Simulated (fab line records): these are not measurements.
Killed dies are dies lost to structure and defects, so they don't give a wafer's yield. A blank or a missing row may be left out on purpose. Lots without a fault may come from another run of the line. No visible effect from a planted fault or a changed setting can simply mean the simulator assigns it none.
fab line records    flow sky130
record: lots: 24  wafers: 72  lastDay: 50
route steps=708 shown POLY_GATE@205 LOCAL_INTERCONNECT@401 METAL3@535 CAPM@540 VIA3@574
lots that met no fault: taken from a fault-free run of the same line
startH: hours from the record's first day to the start of the lot's first wafer shown    waitH: hours from the lot's prior step to this one    " repeats the value in the row above    L1.1+2: several wafers, shown together as one row    - either no value or no given start    * or withheld: withheld    < > ~ a bound
route shown NAME@n: NAME is a module with steps in the file, n the number in the route of the first one    usual: mean and standard deviation over wafers with no fault    same: alike in all rows    chamber/n: place in a boat    sites: readings site by site    _std_site: the standard deviation of these    _edge_site: outer sites' mean less inner sites'    radiusMm: how far each site lies from the wafer's centre    mask NAME#n: copy n    behind: the tool/chamber that last shaped the wafer    hold: what put the lot on hold/how long, in hours/how the hold closed    device: transistor that didn't switch, given as n, p or np    end of line: tests run on the same wafers once the route is complete    a step given without rows: its recipe and nothing more    killed: dies lost to structure and defects at the first sort, not the wafer's yield    map: per-die view of a wafer (x killed, . not killed, _ where there is no die)
set.NAME: the setting as run; set.NAME@STEP: as run at that earlier step    model.NAME: the simulator's own value behind a step, which no gauge read
a sample of lots followed through the steps of the route, with each step as a table and each wafer as a row
services: when a tool's chamber went out of use (startH, in hours from the record's first day, below 0 if earlier), for how many hours, and the reason
== steps ==
step: SKY_POLY_GATE_THK_MEAS_01
recipe: reads: poly-Si_of_POLY_GATE_CVD_00
usual: POLY_GATE_CVD_00_THK: 179.7/1.5
lot.wafer  tool          chamber  startH  waitH  POLY_GATE_CVD_00_THK[nm]
L074.2     filmMetro-02  -        304.00  0.0    178.4
L074.3     "             -        "       "      178.8
L074.5     "             -        "       "      178.9
L075.1     filmMetro-03  -        333.28  0.0    176.6
L075.5     "             -        "       "      177.8
L075.6     "             -        "       "      177.6
L076.1     filmMetro-02  -        333.28  0.0    175.5
L076.2     "             -        "       "      177.3
L076.4     "             -        "       "      176.1
L077.2     filmMetro-03  -        338.72  0.0    180.3
L077.4     "             -        "       "      178.9
L077.5     "             -        "       "      180.3
L078.1     filmMetro-02  -        340.24  0.0    178.4
L078.2     "             -        "       "      177.9
L078.5     "             -        "       "      177.5
L079.1     filmMetro-03  -        354.66  0.0    178.8
L079.4     "             -        "       "      180.0
L079.6     "             -        "       "      181.2
L080.1     filmMetro-01  -        366.44  0.0    180.6
L080.4     "             -        "       "      181.0
L080.6     "             -        "       "      178.6
L081.2     filmMetro-03  -        374.37  0.0    179.4
L081.4     "             -        "       "      181.7
L081.5     "             -        "       "      179.8
L082.2     filmMetro-03  -        380.24  0.0    180.0
L082.5     "             -        "       "      181.3
L082.6     "             -        "       "      181.2
L083.2     filmMetro-03  -        392.98  0.0    180.8
L083.4     "             -        "       "      181.8
L083.6     "             -        "       "      182.7
L084.1     filmMetro-02  -        399.82  0.0    180.6
L084.3     "             -        "       "      181.3
L084.4     "             -        "       "      180.3
L085.3     filmMetro-03  -        415.89  0.0    178.8
L085.5     "             -        "       "      179.7
L085.6     "             -        "       "      181.1
L086.3     filmMetro-02  -        421.53  0.0    182.1
L086.4     "             -        "       "      180.6
L086.5     "             -        "       "      180.5
L087.1     filmMetro-01  -        424.56  0.0    181.4
L087.2     "             -        "       "      181.2
L087.5     "             -        "       "      180.9
L088.1     filmMetro-02  -        434.36  0.0    180.6
L088.4     "             -        "       "      179.9
L088.6     "             -        "       "      180.2
L089.1     filmMetro-01  -        437.60  0.0    180.8
L089.2     "             -        "       "      180.1
L089.3     "             -        "       "      180.6
L090.1     filmMetro-01  -        454.05  0.0    179.6
L090.4     "             -        "       "      180.6
L090.6     "             -        "       "      179.9
L091.1     filmMetro-03  -        465.08  0.0    180.2
L091.2     "             -        "       "      179.6
L091.6     "             -        "       "      181.1
L092.1     filmMetro-02  -        465.08  0.0    179.4
L092.3     "             -        "       "      177.8
L092.6     "             -        "       "      178.7
L093.1     filmMetro-03  -        484.03  0.0    180.1
L093.3     "             -        "       "      182.4
L093.6     "             -        "       "      181.9
L095.1     filmMetro-03  -        486.88  0.0    179.9
L095.4     "             -        "       "      179.4
L095.6     "             -        "       "      178.9
L094.1     filmMetro-02  -        497.06  0.0    180.6
L094.3     "             -        "       "      181.0
L094.5     "             -        "       "      181.0
L096.2     filmMetro-02  -        506.85  0.0    179.3
L096.5     "             -        "       "      180.7
L096.6     "             -        "       "      178.3
L097.2     filmMetro-01  -        508.87  0.0    180.2
L097.3     "             -        "       "      180.5
L097.4     "             -        "       "      180.3
step: SKY_POLY_GATE_ETCH_16
recipe: stopOn: poly-Si  chemistry: CH3F/O2  target: Si3N4  sourceW: 400  biasW: 80  pressureMtorr: 25  ch3fFlowSccm: 40  O2_flow_sccm: 30  timeS: 147.5  targetDepthA: 750
usual: biasW: 80.03/0.25  ch3fFlowSccm: 40.01/0.11  drypumpMotorCurrentA: 5.7/0.42  oesProductAu: 0.640/0.0053  throttleValvePct: 10.535/0.0096
same: timeS: 147.5
lot.wafer  tool        chamber  startH  waitH  biasW  ch3fFlowSccm  drypumpMotorCurrentA  oesProductAu  rfHoursCounterH  throttleValvePct
L074.2     rieDiel-02  3        359.80  0.1    80.18  40.07         5.5                   0.634         1                10.533
L074.3     "           0        "       "      79.94  39.93         6.1                   0.637         -                10.552
L074.5     "           3        "       "      79.79  40.08         5.5                   0.642         -                10.534
L076.1     rieDiel-02  1        391.09  0.0    80.35  40.00         5.6                   0.640         0                10.521
L076.2     "           3        "       "      79.75  40.00         5.5                   0.650         1                10.525
L076.4     "           0        "       "      80.31  39.99         6.1                   0.645         101              10.519
L075.1     rieDiel-03  3        392.09  0.0    80.12  40.00         4.9                   0.636         0                10.539
L075.5     "           3        "       "      80.30  40.04         4.9                   0.643         -                10.531
L075.6     "           2        "       "      80.23  39.99         5.7                   0.640         -                10.543
L077.2     rieDiel-01  1        396.96  0.0    79.98  40.07         6.6                   0.646         86               10.529
L077.4     "           3        "       "      80.11  40.00         6.0                   0.644         90               10.551
L077.5     "           2        "       "      80.19  40.07         5.6                   0.637         -                10.532
L078.1     rieDiel-03  1        399.54  0.0    80.14  39.79         6.1                   0.636         2                10.550
L078.2     "           0        "       "      80.06  40.17         5.4                   0.646         72               10.537
L078.5     "           2        "       "      80.39  39.80         5.7                   0.652         -                10.537
L079.1     rieDiel-02  3        414.66  0.0    79.81  40.14         5.5                   0.642         2                10.529
L079.4     "           2        "       "      79.98  39.98         5.5                   0.642         77               10.545
L079.6     "           1        "       "      80.40  40.00         5.7                   0.646         -                10.536
L080.1     rieDiel-01  1        427.79  0.0    79.95  39.94         6.6                   0.643         86               10.535
L080.4     "           3        "       "      79.94  39.87         5.9                   0.635         91               10.524
L080.6     "           3        "       "      80.02  40.01         6.0                   0.641         -                10.537
L081.2     rieDiel-02  2        436.21  0.0    80.30  40.20         5.5                   0.640         77               10.538
L081.4     "           0        "       "      80.15  40.16         6.1                   0.641         101              10.559
L081.5     "           1        "       "      80.02  40.10         5.7                   0.632         -                10.534
L082.2     rieDiel-03  1        442.27  0.0    80.01  39.92         6.0                   0.636         3                10.535
L082.5     "           3        "       "      79.99  40.11         4.9                   0.640         -                10.536
L082.6     "           0        "       "      79.60  40.10         5.4                   0.640         -                10.539
L083.2     rieDiel-01  2        456.02  0.0    80.04  39.97         5.6                   0.639         10               10.548
L083.4     "           3        "       "      80.04  40.05         6.0                   0.629         91               10.534
L083.6     "           3        "       "      79.95  39.87         6.0                   0.628         -                10.528
L084.1     rieDiel-01  3        463.39  0.0    79.73  39.77         5.9                   0.643         92               10.536
L084.3     "           2        "       "      80.04  39.93         5.6                   0.643         10               10.525
L084.4     "           0        "       "      80.42  39.99         6.0                   0.633         64               10.523
L085.3     rieDiel-02  0        479.79  0.0    80.03  39.78         6.1                   0.636         0                10.539
L085.5     "           3        "       "      79.59  40.06         5.5                   0.644         -                10.546
L085.6     "           2        "       "      80.07  40.03         5.5                   0.637         -                10.548
L086.3     rieDiel-03  0        485.81  0.0    80.14  40.01         5.4                   0.642         73               10.545
L086.4     "           1        "       "      79.97  39.89         6.1                   0.643         4                10.541
L086.5     "           0        "       "      80.19  40.00         5.4                   0.641         -                10.542
L087.1     rieDiel-03  1        487.82  0.0    79.99  39.89         6.1                   0.637         4                10.534
L087.2     "           3        "       "      79.93  40.06         4.9                   0.647         3                10.528
L087.5     "           3        "       "      80.14  40.22         4.9                   0.635         -                10.532
L088.1     rieDiel-01  1        498.96  0.0    79.82  39.83         6.6                   0.647         88               10.547
L088.4     "           0        "       "      80.18  39.97         6.0                   0.649         64               10.550
L088.6     "           0        "       "      80.08  39.79         6.0                   0.636         -                10.546
L089.1     rieDiel-01  2        500.89  0.0    79.73  39.89         5.6                   0.646         11               10.526
L089.2     "           1        "       "      79.69  40.08         6.6                   0.651         88               10.548
L089.3     "           0        "       "      80.19  39.86         6.1                   0.654         64               10.540
L090.1     rieDiel-02  2        516.99  0.0    79.93  39.81         5.4                   0.648         78               10.531
L090.4     "           1        "       "      79.58  39.90         5.7                   0.635         3                10.531
L090.6     "           2        "       "      79.97  40.01         5.4                   0.643         -                10.536
L092.1     rieDiel-01  2        527.26  0.0    80.62  39.90         5.6                   0.651         11               10.533
L092.3     "           3        "       "      80.15  39.95         5.9                   0.629         0                10.541
L092.6     "           0        "       "      79.60  39.98         6.0                   0.638         -                10.526
L091.1     rieDiel-02  1        529.01  0.0    80.00  40.10         5.7                   0.642         3                10.543
L091.2     "           2        "       "      80.22  39.92         5.4                   0.642         79               10.552
L091.6     "           1        "       "      80.28  40.03         5.7                   0.637         -                10.536
L093.1     rieDiel-02  3        550.37  0.0    80.24  40.06         5.6                   0.643         4                10.535
L093.3     "           2        "       "      79.68  40.10         5.5                   0.630         79               10.542
L093.6     "           1        "       "      80.29  40.04         5.6                   0.642         -                10.527
L095.1     rieDiel-03  2        550.72  0.0    79.91  40.14         5.7                   0.637         4                10.541
L095.4     "           0        "       "      80.05  39.90         5.4                   0.643         75               10.534
L095.6     "           3        "       "      80.16  39.78         4.9                   0.641         -                10.535
L094.1     rieDiel-03  1        559.14  0.0    79.89  40.01         6.1                   0.638         5                10.533
L094.3     "           3        "       "      79.77  40.15         4.9                   0.636         4                10.540
L094.5     "           0        "       "      80.22  40.06         5.4                   0.641         -                10.537
L096.2     rieDiel-01  3        568.81  0.0    80.27  40.19         5.9                   0.628         1                10.523
L096.5     "           0        "       "      79.92  39.96         6.0                   0.641         -                10.522
L096.6     "           3        "       "      79.92  40.08         6.0                   0.640         -                10.540
L097.2     rieDiel-03  2        572.22  0.0    79.53  39.91         5.7                   0.636         4                10.526
L097.3     "           1        "       "      79.73  40.06         6.1                   0.646         5                10.544
L097.4     "           3        "       "      79.84  40.35         4.9                   0.648         5                10.542
step: SKY_LOCAL_INTERCONNECT_METAL_ETCH_14
recipe: targetDepthNm: 110  stopOn: PSG  chemistry: Cl2/BCl3  target: TiN  resistSidewallDeg: 88  pressureMtorr: 10  icpW: 900  biasW: 48.5  Cl2_flow_sccm: 60  bcl3FlowSccm: 30  timeS: 31.4
usual: biasW: 48.51/0.15  drypumpMotorCurrentA: 5.8/0.73  oesProductAu: 0.944/0.0086  throttleValvePct: 21.899/0.01
same: timeS: 31.4
lot.wafer  tool         chamber  startH  waitH  biasW  drypumpMotorCurrentA  oesProductAu  rfHoursCounterH  throttleValvePct
L074.2     rieMetal-01  0        701.14  0.0    48.52  5.9                   0.936         9                21.915
L074.3     "            1        "       "      48.51  4.9                   0.945         -                21.896
L074.5     "            1        "       "      48.61  4.9                   0.942         -                21.900
L076.1     rieMetal-03  1        724.04  0.0    48.54  5.5                   0.958         3                21.892
L076.2     "            0        "       "      48.32  6.8                   0.956         0                21.901
L076.4     "            1        "       "      48.49  5.4                   0.946         -                21.897
L075.1     rieMetal-03  0        727.21  0.1    48.50  6.8                   0.923         1                21.911
L075.5     "            0        "       "      48.64  6.8                   0.946         -                21.899
L075.6     "            0        "       "      48.71  6.8                   0.953         -                21.888
L077.2     rieMetal-02  0        731.14  0.0    48.26  5.7                   0.949         9                21.895
L077.4     "            0        "       "      48.50  5.7                   0.932         -                21.897
L077.5     "            0        "       "      48.61  5.7                   0.943         -                21.894
L078.1     rieMetal-02  1        732.30  0.0    48.55  5.1                   0.939         1                21.916
L078.2     "            0        "       "      48.52  5.7                   0.946         9                21.911
L078.5     "            1        "       "      48.67  5.1                   0.936         -                21.921
L079.1     rieMetal-02  1        747.85  0.0    48.35  5.1                   0.943         1                21.917
L079.4     "            1        "       "      48.23  5.1                   0.950         -                21.908
L079.6     "            0        "       "      48.32  5.7                   0.953         -                21.916
L080.1     rieMetal-03  0        758.45  0.1    48.52  6.8                   0.927         3                21.894
L080.4     "            0        "       "      48.54  6.8                   0.938         -                21.900
L080.6     "            0        "       "      48.56  6.8                   0.932         -                21.894
L081.2     rieMetal-01  1        765.44  0.0    48.50  4.9                   0.946         4                21.891
L081.4     "            1        "       "      48.65  4.9                   0.955         -                21.897
L081.5     "            0        "       "      48.47  5.9                   0.947         -                21.890
L082.2     rieMetal-01  0        771.75  0.0    48.31  5.9                   0.952         12               21.911
L082.5     "            0        "       "      48.48  5.9                   0.950         -                21.896
L082.6     "            1        "       "      48.54  4.9                   0.938         -                21.908
L083.2     rieMetal-02  0        784.50  0.0    48.40  5.7                   0.943         11               21.890
L083.4     "            1        "       "      48.53  5.1                   0.945         -                21.890
L083.6     "            0        "       "      48.50  5.7                   0.937         -                21.898
L084.1     rieMetal-03  0        789.95  0.1    48.49  6.8                   0.940         5                21.919
L084.3     "            0        "       "      48.67  6.8                   0.946         -                21.903
L084.4     "            0        "       "      48.47  6.8                   0.938         -                21.906
L085.3     rieMetal-02  1        802.01  0.0    48.85  5.1                   0.936         -                21.902
L085.5     "            1        "       "      48.35  5.1                   0.934         -                21.909
L085.6     "            0        "       "      48.63  5.7                   0.920         -                21.898
L086.3     rieMetal-01  0        810.11  0.0    48.16  5.9                   0.938         -                21.886
L086.4     "            1        "       "      48.31  4.9                   0.950         -                21.889
L086.5     "            0        "       "      48.37  5.9                   0.957         -                21.897
L087.1     rieMetal-02  0        812.24  0.0    48.60  5.7                   0.950         12               21.896
L087.2     "            1        "       "      48.52  5.1                   0.941         4                21.894
L087.5     "            1        "       "      48.52  5.1                   0.944         -                21.914
L088.1     rieMetal-03  0        819.80  0.1    48.46  6.8                   0.953         6                21.878
L088.4     "            0        "       "      48.23  6.8                   0.952         -                21.908
L088.6     "            0        "       "      48.28  6.8                   0.955         -                21.885
L089.1     rieMetal-02  1        822.79  0.0    48.35  5.1                   0.933         4                21.924
L089.2     "            0        "       "      48.58  5.7                   0.944         12               21.879
L089.3     "            0        "       "      48.43  5.6                   0.936         -                21.908
L090.1     rieMetal-01  1        833.25  0.0    48.40  4.9                   0.949         6                21.895
L090.4     "            0        "       "      48.57  5.9                   0.947         -                21.906
L090.6     "            0        "       "      48.58  5.9                   0.935         -                21.905
L092.1     rieMetal-02  0        842.74  0.0    48.54  5.7                   0.964         13               21.901
L092.3     "            1        "       "      48.63  5.1                   0.950         -                21.892
L092.6     "            0        "       "      48.70  5.7                   0.955         -                21.904
L091.1     rieMetal-02  1        847.64  0.0    48.62  5.1                   0.936         5                21.901
L091.2     "            0        "       "      48.52  5.7                   0.954         13               21.893
L091.6     "            0        "       "      48.31  5.7                   0.947         -                21.896
L093.1     rieMetal-01  0        863.54  0.0    48.60  5.9                   0.955         15               21.885
L093.3     "            1        "       "      48.64  4.9                   0.931         -                21.898
L093.6     "            0        "       "      48.52  5.9                   0.933         -                21.913
L095.1     rieMetal-03  0        864.30  0.1    48.63  6.8                   0.943         9                21.895
L095.4     "            0        "       "      48.78  6.8                   0.944         -                21.889
L095.6     "            0        "       "      48.60  6.8                   0.942         -                21.897
L094.1     rieMetal-02  1        874.80  0.0    48.27  5.1                   0.932         6                21.891
L094.3     "            0        "       "      48.58  5.7                   0.940         -                21.892
L094.5     "            0        "       "      48.60  5.6                   0.933         -                21.912
L096.2     rieMetal-03  0        880.32  0.1    48.60  6.8                   0.958         -                21.909
L096.5     "            0        "       "      48.40  6.8                   0.940         -                21.890
L096.6     "            0        "       "      48.43  6.8                   0.953         -                21.886
L097.2     rieMetal-03  0        884.13  0.1    48.66  6.8                   0.934         -                21.910
L097.3     "            0        "       "      48.80  6.8                   0.949         -                21.899
L097.4     "            0        "       "      48.59  6.8                   0.940         -                21.911
step: SKY_METAL3_SPUTTER_03
recipe: material: Ti  targetThkNm: 5  powerW: 3000  timeS: 3.3  chamberPressurePa: 0.4
usual: throttleValvePct: 30.1/0.85
same: timeS: 3.3
lot.wafer  tool           chamber  startH   waitH  throttleValvePct
L074.2     pvdSputter-01  -        842.92   0.0    29.0
L074.3     "              -        "        "      30.6
L074.5     "              -        "        "      31.1
L076.1     pvdSputter-03  -        864.25   0.0    29.8
L076.2     "              -        "        "      29.2
L076.4     "              -        "        "      30.7
L075.1     pvdSputter-04  -        870.20   0.0    31.0
L075.5     "              -        "        "      31.3
L075.6     "              -        "        "      29.8
L077.2     pvdSputter-03  -        873.80   0.0    30.9
L077.4     "              -        "        "      29.7
L077.5     "              -        "        "      30.5
L078.1     pvdSputter-04  -        874.45   0.0    29.6
L078.2     "              -        "        "      31.2
L078.5     "              -        "        "      29.6
L079.1     pvdSputter-03  -        888.08   0.0    30.9
L079.4     "              -        "        "      29.4
L079.6     "              -        "        "      29.2
L080.1     pvdSputter-04  -        899.80   0.0    29.9
L080.4     "              -        "        "      30.8
L080.6     "              -        "        "      29.9
L081.2     pvdSputter-04  -        905.62   0.0    31.0
L081.4     "              -        "        "      29.7
L081.5     "              -        "        "      31.4
L082.2     pvdSputter-04  -        911.42   0.0    31.4
L082.5     "              -        "        "      31.1
L082.6     "              -        "        "      29.7
L083.2     pvdSputter-01  -        923.12   0.0    30.7
L083.4     "              -        "        "      29.0
L083.6     "              -        "        "      28.5
L084.1     pvdSputter-04  -        929.94   0.0    31.3
L084.3     "              -        "        "      29.5
L084.4     "              -        "        "      29.6
L085.3     pvdSputter-01  -        940.10   0.0    30.7
L085.5     "              -        "        "      28.7
L085.6     "              -        "        "      28.4
L086.3     pvdSputter-01  -        948.52   0.0    31.2
L086.4     "              -        "        "      29.0
L086.5     "              -        "        "      30.6
L087.1     pvdSputter-04  -        948.90   0.0    31.2
L087.2     "              -        "        "      29.6
L087.5     "              -        "        "      31.2
L088.1     pvdSputter-04  -        956.70   0.0    29.5
L088.4     "              -        "        "      31.0
L088.6     "              -        "        "      30.7
L089.1     pvdSputter-04  -        959.97   0.0    29.7
L089.2     "              -        "        "      31.3
L089.3     "              -        "        "      30.8
L090.1     pvdSputter-04  -        969.95   0.0    29.3
L090.4     "              -        "        "      31.0
L090.6     "              -        "        "      29.7
L092.1     pvdSputter-01  -        977.46   0.0    31.0
L092.3     "              -        "        "      31.0
L092.6     "              -        "        "      30.4
L091.1     pvdSputter-03  -        981.96   0.0    30.4
L091.2     "              -        "        "      29.4
L091.6     "              -        "        "      30.8
L093.1     pvdSputter-01  -        995.30   0.0    31.3
L093.3     "              -        "        "      28.8
L093.6     "              -        "        "      31.1
L095.1     pvdSputter-04  -        997.47   0.0    29.5
L095.4     "              -        "        "      31.2
L095.6     "              -        "        "      29.3
L094.1     pvdSputter-03  -        1005.36  0.0    29.1
L094.3     "              -        "        "      30.0
L094.5     "              -        "        "      29.3
L096.2     pvdSputter-04  -        1012.00  0.0    29.6
L096.5     "              -        "        "      31.3
L096.6     "              -        "        "      29.8
L097.2     pvdSputter-03  -        1014.33  0.0    29.4
L097.3     "              -        "        "      29.3
L097.4     "              -        "        "      31.0
step: SKY_CAPM_RS_MEAS_03
recipe: thkMeasGauge: four-point-probe  reads: TiN_of_CAPM_SPUTTER_02
usual: CAPM_TIN_RS: 6.90/0.085
lot.wafer  tool          chamber  startH   waitH  CAPM_TIN_RS[ohm/sq]
L074.2     filmMetro-02  -        843.21   0.1    7.04
L074.3     "             -        "        "      6.99
L074.5     "             -        "        "      6.96
L076.1     filmMetro-02  -        864.51   0.1    6.95
L076.2     "             -        "        "      6.90
L076.4     "             -        "        "      7.05
L075.1     filmMetro-04  -        870.46   0.1    6.85
L075.5     "             -        "        "      6.84
L075.6     "             -        "        "      6.83
L077.2     filmMetro-02  -        874.08   0.1    6.89
L077.4     "             -        "        "      6.90
L077.5     "             -        "        "      6.91
L078.1     filmMetro-04  -        874.71   0.1    6.95
L078.2     "             -        "        "      7.01
L078.5     "             -        "        "      6.96
L079.1     filmMetro-04  -        888.34   0.1    7.02
L079.4     "             -        "        "      6.93
L079.6     "             -        "        "      7.02
L080.1     filmMetro-01  -        900.06   0.1    6.95
L080.4     "             -        "        "      6.95
L080.6     "             -        "        "      6.87
L081.2     filmMetro-02  -        905.91   0.1    6.97
L081.4     "             -        "        "      7.07
L081.5     "             -        "        "      6.98
L082.2     filmMetro-04  -        911.71   0.1    6.87
L082.5     "             -        "        "      6.88
L082.6     "             -        "        "      6.91
L083.2     filmMetro-02  -        923.40   0.1    7.07
L083.4     "             -        "        "      6.90
L083.6     "             -        "        "      6.96
L084.1     filmMetro-01  -        930.21   0.1    7.12
L084.3     "             -        "        "      7.02
L084.4     "             -        "        "      7.02
L085.3     filmMetro-04  -        940.40   0.1    6.83
L085.5     "             -        "        "      6.87
L085.6     "             -        "        "      6.83
L086.3     filmMetro-02  -        948.82   0.1    6.80
L086.4     "             -        "        "      6.79
L086.5     "             -        "        "      6.84
L087.1     filmMetro-01  -        949.16   0.1    6.96
L087.2     "             -        "        "      6.83
L087.5     "             -        "        "      6.92
L088.1     filmMetro-02  -        956.96   0.1    6.84
L088.4     "             -        "        "      6.93
L088.6     "             -        "        "      6.94
L089.1     filmMetro-01  -        960.23   0.1    6.82
L089.2     "             -        "        "      6.93
L089.3     "             -        "        "      6.88
L090.1     filmMetro-04  -        970.21   0.1    6.77
L090.4     "             -        "        "      6.72
L090.6     "             -        "        "      6.82
L092.1     filmMetro-02  -        977.71   0.1    6.74
L092.3     "             -        "        "      6.80
L092.6     "             -        "        "      6.76
L091.1     filmMetro-04  -        982.22   0.1    6.83
L091.2     "             -        "        "      6.83
L091.6     "             -        "        "      6.90
L093.1     filmMetro-04  -        995.55   0.1    6.87
L093.3     "             -        "        "      6.80
L093.6     "             -        "        "      6.86
L095.1     filmMetro-01  -        997.72   0.1    6.94
L095.4     "             -        "        "      6.99
L095.6     "             -        "        "      6.89
L094.1     filmMetro-01  -        1005.62  0.1    6.79
L094.3     "             -        "        "      6.94
L094.5     "             -        "        "      6.89
L096.2     filmMetro-01  -        1012.29  0.1    6.89
L096.5     "             -        "        "      6.92
L096.6     "             -        "        "      7.07
L097.2     filmMetro-01  -        1014.61  0.1    6.81
L097.3     "             -        "        "      7.02
L097.4     "             -        "        "      6.89
step: SKY_VIA3_THK_MEAS_01
recipe: reads: SiO2_of_VIA3_HDPCVD_00
usual: VIA3_HDPCVD_THK: 1645/19
lot.wafer  tool          chamber  startH   waitH  VIA3_HDPCVD_THK[nm]
L074.2     filmMetro-03  -        896.67   0.2    1655
L074.3     "             -        "        "      1630
L074.5     "             -        "        "      1669
L076.1     filmMetro-01  -        916.75   0.1    1675
L076.2     "             -        "        "      1631
L076.4     "             -        "        "      1665
L075.1     filmMetro-01  -        923.15   0.1    1671
L075.5     "             -        "        "      1674
L075.6     "             -        "        "      1652
L077.2     filmMetro-01  -        926.10   0.1    1621
L077.4     "             -        "        "      1621
L077.5     "             -        "        "      1665
L078.1     filmMetro-01  -        926.52   0.1    1642
L078.2     "             -        "        "      1634
L078.5     "             -        "        "      1639
L079.1     filmMetro-01  -        941.00   0.1    1649
L079.4     "             -        "        "      1615
L079.6     "             -        "        "      1617
L080.1     filmMetro-02  -        951.60   0.1    1631
L080.4     "             -        "        "      1613
L080.6     "             -        "        "      1636
L081.2     filmMetro-03  -        957.46   0.1    1630
L081.4     "             -        "        "      1662
L081.5     "             -        "        "      1659
L082.2     filmMetro-03  -        962.72   0.1    1643
L082.5     "             -        "        "      1645
L082.6     "             -        "        "      1628
L083.2     filmMetro-03  -        973.24   0.1    1646
L083.4     "             -        "        "      1633
L083.6     "             -        "        "      1647
L084.1     filmMetro-01  -        981.22   0.2    1661
L084.3     "             -        "        "      1667
L084.4     "             -        "        "      1667
L085.3     filmMetro-03  -        990.05   0.1    1654
L085.5     "             -        "        "      1666
L085.6     "             -        "        "      1664
L087.1     filmMetro-02  -        999.03   0.1    1654
L087.2     "             -        "        "      1620
L087.5     "             -        "        "      1640
L086.3     filmMetro-01  -        999.35   0.1    1629
L086.4     "             -        "        "      1659
L086.5     "             -        "        "      1622
L088.1     filmMetro-01  -        1007.27  0.1    1663
L088.4     "             -        "        "      1675
L088.6     "             -        "        "      1650
L089.1     filmMetro-02  -        1009.24  0.1    1622
L089.2     "             -        "        "      1631
L089.3     "             -        "        "      1625
L090.1     filmMetro-03  -        1020.25  0.1    1674
L090.4     "             -        "        "      1670
L090.6     "             -        "        "      1641
L092.1     filmMetro-01  -        1026.59  0.1    1637
L092.3     "             -        "        "      1640
L092.6     "             -        "        "      1636
L091.1     filmMetro-03  -        1031.40  0.1    1659
L091.2     "             -        "        "      1620
L091.6     "             -        "        "      1659
L093.1     filmMetro-01  -        1042.62  0.1    1638
L093.3     "             -        "        "      1635
L093.6     "             -        "        "      1648
L095.1     filmMetro-02  -        1045.45  0.1    1678
L095.4     "             -        "        "      1662
L095.6     "             -        "        "      1678
L094.1     filmMetro-01  -        1052.13  0.1    1621
L094.3     "             -        "        "      1615
L094.5     "             -        "        "      1635
L096.2     filmMetro-03  -        1058.60  0.1    1653
L096.5     "             -        "        "      1635
L096.6     "             -        "        "      1642
L097.2     filmMetro-01  -        1060.98  0.1    1635
L097.3     "             -        "        "      1643
L097.4     "             -        "        "      1664
== services ==
tool           chamber  startH  hours  kind
rieDiel-02     2        348.37  14.1   repair
rieDiel-01     -        352.30  0.6    repair
rieDiel-03     0        393.66  2.5    repair
rieDiel-02     2        401.21  1.4    repair
rieDiel-02     1        406.71  2.9    repair
rieMetal-03    1        436.97  4.8    repair
pvdSputter-04  -        439.81  6.3    repair
rieDiel-03     2        490.01  17.9   repair
rieMetal-03    -        511.42  2.8    pm
rieMetal-02    1        514.26  5.9    repair
rieDiel-02     3        540.01  1.2    repair
rieDiel-03     2        613.92  32.2   repair
rieDiel-03     3        619.54  18.7   repair
rieDiel-03     0        628.94  4.5    repair
rieDiel-01     3        641.58  9.1    repair
pvdSputter-04  -        661.00  1.6    repair
rieMetal-02    -        661.72  14.6   pm
rieDiel-02     -        691.44  2.8    pm
rieDiel-01     -        694.35  2.2    repair
rieDiel-02     2        696.01  2.9    repair
pvdSputter-04  -        705.33  2.1    repair
rieDiel-03     2        720.22  1.3    repair
rieMetal-02    0        722.00  6.7    repair
pvdSputter-04  -        835.29  12.5   repair
== key ==
fault none
